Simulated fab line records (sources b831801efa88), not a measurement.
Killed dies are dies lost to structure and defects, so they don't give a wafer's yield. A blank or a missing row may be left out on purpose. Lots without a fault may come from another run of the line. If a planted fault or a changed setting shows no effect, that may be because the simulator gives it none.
fab line records + flow gf180mcu
[record]
- lots = 13
- wafers = 39
- lastDay = 34
route steps=602 shown HV_LDD@230 CONTACT@290 V1@353 V2@407
lots that met no fault: from a run of the same line without faults
startH: hours from the record's first day to the start of the lot's first wafer shown + waitH: time in hours since the lot's previous step + " the same as in the row above + L1.1+2: a single row standing in for several wafers + - value missing, or start not given + * or withheld: withheld + < > ~ a bound
route shown NAME@n: names a module that has steps shown in the file, with the first one's number in the route + usual: mean/standard deviation taken from wafers without a fault + same: alike in all rows + chamber/n: place in a boat + sites: each site's reading + _std_site: their standard deviation + _edge_site: mean of outer sites minus mean of inner sites + radiusMm: for every site, how far away it sits from the centre of the wafer + mask NAME#n: copy n + behind: tool/chamber where the wafer was last shaped + hold: what put the lot on hold/how long, in hours/how the hold closed + device: the transistor (n, p or np) that didn't switch + end of line: the route-end tests of the same wafers + where a step has no rows: the recipe by itself + killed: not the wafer's yield, but the dies lost to structure and defects at the first sort + map: dies across one wafer; x = killed, . = not, _ = none there
set.NAME: the setting the step ran with; set.NAME@STEP: the setting that earlier step ran with + model.NAME: the simulator's own value behind a step, which no gauge read
one table for each step of the route and one row for each wafer, over a sample of lots
services: the hour from which a tool's chamber was out of use, counted from the record's first day as startH (under 0 if before that day), plus the number of hours and why
[[steps]]
[step GF_HV_LDD_CVD_54]
[recipe]
- material = SiO2
- targetThkNm = 10
- precursor = TEOS
- tempC = 680
- timeS = 75
- pressureMtorr = 400
[usual]
- spikeTcBottomC = 701.0/2.6
- spikeTcCentreC = 681.5/1.7
| lot.wafer | tool     | chamber | startH | waitH | spikeTcBottomC | spikeTcCentreC |
|-----------|----------|---------|--------|-------|----------------|----------------|
| L584.1    | lpcvd-02 | 0       | 281.01 | 0.1   | 700.9          | 683.4          |
| L584.3    | "        | 0       | "      | "     | 702.7          | 682.5          |
| L584.5    | "        | 0       | "      | "     | 701.4          | 683.0          |
| L585.2    | lpcvd-02 | 1       | 284.22 | 0.1   | 701.7          | 683.6          |
| L585.3    | "        | 1       | "      | "     | 700.5          | 684.1          |
| L585.6    | "        | 1       | "      | "     | 702.1          | 683.4          |
| L587.2    | lpcvd-01 | 0       | 293.36 | 0.1   | 697.9          | 681.2          |
| L587.3    | "        | 0       | "      | "     | 697.9          | 678.6          |
| L587.5    | "        | 0       | "      | "     | 697.5          | 680.1          |
| L586.2    | lpcvd-01 | 1       | 295.41 | 0.1   | 704.4          | 679.8          |
| L586.3    | "        | 1       | "      | "     | 704.1          | 682.2          |
| L586.5    | "        | 1       | "      | "     | 702.0          | 679.6          |
| L590.4    | lpcvd-01 | 0       | 321.69 | 0.0   | 697.4          | 679.3          |
| L590.5    | "        | 0       | "      | "     | 698.6          | 679.0          |
| L590.6    | "        | 0       | "      | "     | 695.9          | 678.8          |
| L592.2    | lpcvd-01 | 0       | 342.76 | 0.1   | 698.4          | 678.5          |
| L592.3    | "        | 0       | "      | "     | 696.2          | 679.6          |
| L592.6    | "        | 0       | "      | "     | 698.9          | 679.3          |
| L593.4    | lpcvd-01 | 0       | 350.09 | 0.0   | 697.9          | 680.6          |
| L593.5    | "        | 0       | "      | "     | 698.7          | 680.7          |
| L593.6    | "        | 0       | "      | "     | 696.7          | 679.2          |
| L595.1    | lpcvd-01 | 1       | 365.20 | 0.1   | 704.2          | 679.4          |
| L595.4    | "        | 1       | "      | "     | 703.4          | 681.0          |
| L595.6    | "        | 1       | "      | "     | 703.4          | 681.6          |
| L596.1    | lpcvd-02 | 0       | 374.46 | 0.1   | 701.5          | 682.9          |
| L596.2    | "        | 0       | "      | "     | 700.4          | 683.5          |
| L596.3    | "        | 0       | "      | "     | 701.8          | 682.4          |
| L603.2    | lpcvd-01 | 1       | 436.27 | 0.1   | 703.6          | 680.2          |
| L603.3    | "        | 1       | "      | "     | 704.9          | 678.3          |
| L603.6    | "        | 1       | "      | "     | 705.4          | 678.5          |
| L604.1    | lpcvd-01 | 0       | 444.46 | 0.1   | 696.8          | 679.4          |
| L604.3    | "        | 0       | "      | "     | 697.7          | 678.9          |
| L604.5    | "        | 0       | "      | "     | 697.0          | 680.3          |
| L606.1    | lpcvd-01 | 1       | 458.55 | 0.1   | 704.3          | 680.7          |
| L606.3    | "        | 1       | "      | "     | 703.6          | 681.4          |
| L606.5    | "        | 1       | "      | "     | 704.7          | 681.3          |
| L607.2    | lpcvd-02 | 1       | 466.01 | 0.1   | 701.9          | 683.2          |
| L607.3    | "        | 1       | "      | "     | 700.9          | 682.4          |
| L607.5    | "        | 1       | "      | "     | 700.3          | 683.2          |
[step GF_HV_LDD_THK_MEAS_55]
[recipe]
- reads = SiO2_of_HV_LDD_CVD_54
[usual]
- HV_LDD_CVD_54_THK = 10.06/0.15
| lot.wafer | tool         | chamber | startH | waitH | HV_LDD_CVD_54_THK[nm] |
|-----------|--------------|---------|--------|-------|-----------------------|
| L584.1    | filmMetro-04 | -       | 282.03 | 0.0   | 10.04                 |
| L584.3    | "            | -       | "      | "     | 10.25                 |
| L584.5    | "            | -       | "      | "     | 10.00                 |
| L585.2    | filmMetro-04 | -       | 285.25 | 0.0   | 10.11                 |
| L585.3    | "            | -       | "      | "     | 10.09                 |
| L585.6    | "            | -       | "      | "     | 10.24                 |
| L587.2    | filmMetro-01 | -       | 294.39 | 0.0   | 10.02                 |
| L587.3    | "            | -       | "      | "     | 10.04                 |
| L587.5    | "            | -       | "      | "     | 10.18                 |
| L586.2    | filmMetro-02 | -       | 296.44 | 0.0   | 9.87                  |
| L586.3    | "            | -       | "      | "     | 9.77                  |
| L586.5    | "            | -       | "      | "     | 9.77                  |
| L590.4    | filmMetro-01 | -       | 322.74 | 0.0   | 9.96                  |
| L590.5    | "            | -       | "      | "     | 9.84                  |
| L590.6    | "            | -       | "      | "     | 9.88                  |
| L592.2    | filmMetro-04 | -       | 343.79 | 0.0   | 9.97                  |
| L592.3    | "            | -       | "      | "     | 10.10                 |
| L592.6    | "            | -       | "      | "     | 9.90                  |
| L593.4    | filmMetro-04 | -       | 351.14 | 0.0   | 10.05                 |
| L593.5    | "            | -       | "      | "     | 10.14                 |
| L593.6    | "            | -       | "      | "     | 10.05                 |
| L595.1    | filmMetro-01 | -       | 366.22 | 0.0   | 7.39                  |
| L595.4    | "            | -       | "      | "     | 7.48                  |
| L595.6    | "            | -       | "      | "     | 7.48                  |
| L596.1    | filmMetro-04 | -       | 375.48 | 0.0   | 10.20                 |
| L596.2    | "            | -       | "      | "     | 10.19                 |
| L596.3    | "            | -       | "      | "     | 10.16                 |
| L603.2    | filmMetro-02 | -       | 437.30 | 0.0   | 9.91                  |
| L603.3    | "            | -       | "      | "     | 10.09                 |
| L603.6    | "            | -       | "      | "     | 9.87                  |
| L604.1    | filmMetro-01 | -       | 445.99 | 0.0   | 10.14                 |
| L604.3    | "            | -       | "      | "     | 10.19                 |
| L604.5    | "            | -       | "      | "     | 10.16                 |
| L606.1    | filmMetro-04 | -       | 459.57 | 0.0   | 9.86                  |
| L606.3    | "            | -       | "      | "     | 9.89                  |
| L606.5    | "            | -       | "      | "     | 9.84                  |
| L607.2    | filmMetro-01 | -       | 467.04 | 0.0   | 10.08                 |
| L607.3    | "            | -       | "      | "     | 10.09                 |
| L607.5    | "            | -       | "      | "     | 9.99                  |
[step GF_CONTACT_THK_MEAS_03]
[recipe]
- reads = SiO2_of_CONTACT_CVD_02
[usual]
- CONTACT_CVD_02_THK = 864/11
| lot.wafer | tool         | chamber | startH | waitH | CONTACT_CVD_02_THK[nm] |
|-----------|--------------|---------|--------|-------|------------------------|
| L584.1    | filmMetro-01 | -       | 348.25 | 0.0   | 849                    |
| L584.3    | "            | -       | "      | "     | 856                    |
| L584.5    | "            | -       | "      | "     | 877                    |
| L585.2    | filmMetro-04 | -       | 352.32 | 0.0   | 852                    |
| L585.3    | "            | -       | "      | "     | 848                    |
| L585.6    | "            | -       | "      | "     | 873                    |
| L587.2    | filmMetro-01 | -       | 360.53 | 0.0   | 873                    |
| L587.3    | "            | -       | "      | "     | 872                    |
| L587.5    | "            | -       | "      | "     | 900                    |
| L586.2    | filmMetro-04 | -       | 363.73 | 0.0   | 849                    |
| L586.3    | "            | -       | "      | "     | 858                    |
| L586.5    | "            | -       | "      | "     | 866                    |
| L590.4    | filmMetro-04 | -       | 394.57 | 0.1   | 866                    |
| L590.5    | "            | -       | "      | "     | 876                    |
| L590.6    | "            | -       | "      | "     | 867                    |
| L592.2    | filmMetro-01 | -       | 416.35 | 0.0   | 854                    |
| L592.3    | "            | -       | "      | "     | 854                    |
| L592.6    | "            | -       | "      | "     | 861                    |
| L593.4    | filmMetro-01 | -       | 423.98 | 0.0   | 870                    |
| L593.5    | "            | -       | "      | "     | 857                    |
| L593.6    | "            | -       | "      | "     | 855                    |
| L595.1    | filmMetro-04 | -       | 440.25 | 0.0   | 858                    |
| L595.4    | "            | -       | "      | "     | 867                    |
| L595.6    | "            | -       | "      | "     | 880                    |
| L596.1    | filmMetro-04 | -       | 449.41 | 0.0   | 850                    |
| L596.2    | "            | -       | "      | "     | 851                    |
| L596.3    | "            | -       | "      | "     | 838                    |
| L603.2    | filmMetro-02 | -       | 513.90 | 0.0   | 866                    |
| L603.3    | "            | -       | "      | "     | 864                    |
| L603.6    | "            | -       | "      | "     | 886                    |
| L604.1    | filmMetro-02 | -       | 521.24 | 0.0   | 858                    |
| L604.3    | "            | -       | "      | "     | 864                    |
| L604.5    | "            | -       | "      | "     | 874                    |
| L606.1    | filmMetro-02 | -       | 532.80 | 0.0   | 855                    |
| L606.3    | "            | -       | "      | "     | 850                    |
| L606.5    | "            | -       | "      | "     | 875                    |
| L607.2    | filmMetro-01 | -       | 541.37 | 0.0   | 858                    |
| L607.3    | "            | -       | "      | "     | 854                    |
| L607.5    | "            | -       | "      | "     | 872                    |
[step GF_V1_STRIP_18]
[recipe]
- chemistry = O2/N2
- powerW = 1400
- pressureMtorr = 1500
- platenTempC = 250
- o2FlowSccm = 3000
- n2FlowSccm = 300
- overashFraction = 0.5
[usual]
- drypumpMotorCurrentA = 5.6/0.32
- heaterPowerW = 338/27
- oesProductAu = 0.592/0.0049
| lot.wafer | tool           | chamber | startH | waitH | drypumpMotorCurrentA | heaterPowerW | oesProductAu | rfHoursCounterH |
|-----------|----------------|---------|--------|-------|----------------------|--------------|--------------|-----------------|
| L584.1    | plasmaAsher-01 | 0       | 421.19 | -     | 5.0                  | 304          | 0.588        | 75              |
| L584.3    | "              | 0       | "      | "     | 5.0                  | 301          | 0.596        | -               |
| L584.5    | "              | 1       | "      | "     | 5.5                  | 312          | 0.603        | -               |
| L585.2    | plasmaAsher-04 | 1       | 425.09 | -     | 5.6                  | 324          | 0.589        | 60              |
| L585.3    | "              | 0       | "      | "     | 6.1                  | 369          | 0.593        | -               |
| L585.6    | "              | 1       | "      | "     | 5.6                  | 320          | 0.586        | -               |
| L587.2    | plasmaAsher-04 | 1       | 433.94 | -     | 5.6                  | 329          | 0.592        | 61              |
| L587.3    | "              | 0       | "      | "     | 6.1                  | 370          | 0.600        | -               |
| L587.5    | "              | 1       | "      | "     | 5.6                  | 326          | 0.596        | -               |
| L586.2    | plasmaAsher-03 | 1       | 437.49 | -     | 5.6                  | 355          | 0.588        | 33              |
| L586.3    | "              | 0       | "      | "     | 5.6                  | 346          | 0.591        | -               |
| L586.5    | "              | 0       | "      | "     | 5.6                  | 350          | 0.592        | -               |
| L590.4    | plasmaAsher-01 | 0       | 470.66 | -     | 5.0                  | 290          | 0.592        | -               |
| L590.5    | "              | 0       | "      | "     | 5.0                  | 294          | 0.597        | -               |
| L590.6    | "              | 1       | "      | "     | 5.4                  | 302          | 0.586        | -               |
| L592.2    | plasmaAsher-03 | 0       | 491.89 | -     | 5.6                  | 356          | 0.589        | 38              |
| L592.3    | "              | 0       | "      | "     | 5.6                  | 342          | 0.590        | -               |
| L592.6    | "              | 1       | "      | "     | 5.6                  | 359          | 0.592        | -               |
| L593.4    | plasmaAsher-01 | 1       | 499.96 | -     | 5.4                  | 308          | 0.597        | -               |
| L593.5    | "              | 0       | "      | "     | 5.0                  | 299          | 0.585        | -               |
| L593.6    | "              | 1       | "      | "     | 5.4                  | 309          | 0.590        | -               |
| L595.1    | plasmaAsher-01 | 1       | 515.49 | -     | 5.4                  | 306          | 0.597        | 87              |
| L595.4    | "              | 1       | "      | "     | 5.4                  | 304          | 0.597        | -               |
| L595.6    | "              | 0       | "      | "     | 5.0                  | 300          | 0.598        | -               |
| L596.1    | plasmaAsher-03 | 1       | 524.09 | -     | 5.6                  | 367          | 0.593        | 40              |
| L596.2    | "              | 0       | "      | "     | 5.6                  | 347          | 0.590        | 40              |
| L596.3    | "              | 1       | "      | "     | 5.6                  | 365          | 0.589        | -               |
| L603.2    | plasmaAsher-04 | 0       | 586.54 | -     | 6.1                  | 369          | 0.593        | 76              |
| L603.3    | "              | 1       | "      | "     | 5.6                  | 328          | 0.596        | -               |
| L603.6    | "              | 0       | "      | "     | 6.1                  | 366          | 0.600        | -               |
| L604.1    | plasmaAsher-01 | 0       | 590.39 | -     | 5.0                  | 295          | 0.590        | 95              |
| L604.3    | "              | 0       | "      | "     | 5.0                  | 299          | 0.588        | -               |
| L604.5    | "              | 1       | "      | "     | 5.4                  | 307          | 0.589        | -               |
| L606.1    | plasmaAsher-03 | 0       | 601.78 | -     | 5.6                  | 348          | 0.595        | 48              |
| L606.3    | "              | 1       | "      | "     | 5.6                  | 364          | 0.594        | -               |
| L606.5    | "              | 1       | "      | "     | 5.6                  | 367          | 0.586        | -               |
| L607.2    | plasmaAsher-03 | 0       | 610.23 | -     | 5.6                  | 350          | 0.593        | 48              |
| L607.3    | "              | 0       | "      | "     | 5.6                  | 351          | 0.586        | -               |
| L607.5    | "              | 1       | "      | "     | 5.6                  | 365          | 0.600        | -               |
[step GF_V2_THK_MEAS_25]
[recipe]
- thkMeasGauge = xrf
- reads = W_of_V2_CVD_23
[usual]
- V2_W_THK = 349/5.4
| lot.wafer | tool         | chamber | startH | waitH | V2_W_THK[nm] |
|-----------|--------------|---------|--------|-------|--------------|
| L584.1    | filmMetro-02 | -       | 473.29 | 0.1   | 349          |
| L584.3    | "            | -       | "      | "     | 345          |
| L584.5    | "            | -       | "      | "     | 341          |
| L585.2    | filmMetro-02 | -       | 478.62 | 0.1   | 353          |
| L585.3    | "            | -       | "      | "     | 351          |
| L585.6    | "            | -       | "      | "     | 349          |
| L587.2    | filmMetro-01 | -       | 486.19 | 0.1   | 350          |
| L587.3    | "            | -       | "      | "     | 349          |
| L587.5    | "            | -       | "      | "     | 352          |
| L586.2    | filmMetro-01 | -       | 490.19 | 0.1   | 344          |
| L586.3    | "            | -       | "      | "     | 356          |
| L586.5    | "            | -       | "      | "     | 347          |
| L590.4    | filmMetro-02 | -       | 521.63 | 0.1   | 360          |
| L590.5    | "            | -       | "      | "     | 363          |
| L590.6    | "            | -       | "      | "     | 352          |
| L592.2    | filmMetro-01 | -       | 542.64 | 0.1   | 356          |
| L592.3    | "            | -       | "      | "     | 345          |
| L592.6    | "            | -       | "      | "     | 351          |
| L593.4    | filmMetro-02 | -       | 550.38 | 0.1   | 355          |
| L593.5    | "            | -       | "      | "     | 350          |
| L593.6    | "            | -       | "      | "     | 356          |
| L595.1    | filmMetro-04 | -       | 564.76 | 0.1   | 348          |
| L595.4    | "            | -       | "      | "     | 347          |
| L595.6    | "            | -       | "      | "     | 351          |
| L596.1    | filmMetro-04 | -       | 573.45 | 0.1   | 351          |
| L596.2    | "            | -       | "      | "     | 348          |
| L596.3    | "            | -       | "      | "     | 348          |
| L603.2    | filmMetro-01 | -       | 632.41 | 0.1   | 354          |
| L603.3    | "            | -       | "      | "     | 355          |
| L603.6    | "            | -       | "      | "     | 354          |
| L604.1    | filmMetro-04 | -       | 636.40 | 0.1   | 347          |
| L604.3    | "            | -       | "      | "     | 347          |
| L604.5    | "            | -       | "      | "     | 342          |
| L606.1    | filmMetro-01 | -       | 647.09 | 0.1   | 348          |
| L606.3    | "            | -       | "      | "     | 354          |
| L606.5    | "            | -       | "      | "     | 355          |
| L607.2    | filmMetro-02 | -       | 655.41 | 0.1   | 350          |
| L607.3    | "            | -       | "      | "     | 349          |
| L607.5    | "            | -       | "      | "     | 355          |
[[services]]
| tool           | chamber | startH | hours | kind   |
|----------------|---------|--------|-------|--------|
| plasmaAsher-04 | -       | 263.81 | 2.8   | pm     |
| plasmaAsher-03 | -       | 274.44 | 1.0   | repair |
| lpcvd-01       | -       | 318.46 | 2.8   | pm     |
| plasmaAsher-04 | -       | 338.57 | 2.6   | repair |
| plasmaAsher-03 | -       | 476.37 | 2.8   | pm     |
| plasmaAsher-04 | -       | 490.99 | 10.5  | repair |
| plasmaAsher-03 | -       | 495.15 | 13.1  | repair |
| plasmaAsher-04 | -       | 497.71 | 1.2   | repair |
[[key]]
[firstSign]
- step = GF_HV_LDD_THK_MEAS_55
- reading = HV_LDD_CVD_54_THK
- direction = down
- sigmas = 18
- usual = 10.06
- struck = 7.45
effect none on later readings
metAt GF_HV_LDD_CVD_54
struckLots L595
struckWafers L595.1,L595.4,L595.6
testerLeftOut L595
notActingAt GF_CONTACT_THK_MEAS_03,GF_V1_STRIP_18,GF_V2_THK_MEAS_25
onsetBetween 295.41 365.20
[fault]
- kind = processParameterDrift
- tool = lpcvd-01
- chamber = 1
- onsetH = 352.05
- steps = GF_HV_LDD_CVD_54
- channel = targetThkNm
- offset = -2.9061
- shape = step
- endH = 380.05
- actsIn = theseRecipesOnly
- stated = 10
// testerLeftOut: of these lots the tester's yield and bins aren't shown, on N5 and GAA mostly nor the transistor test; their killed dies are dies lost to structure and defects alone, not to doping, threshold or leakage, so they don't give the yield
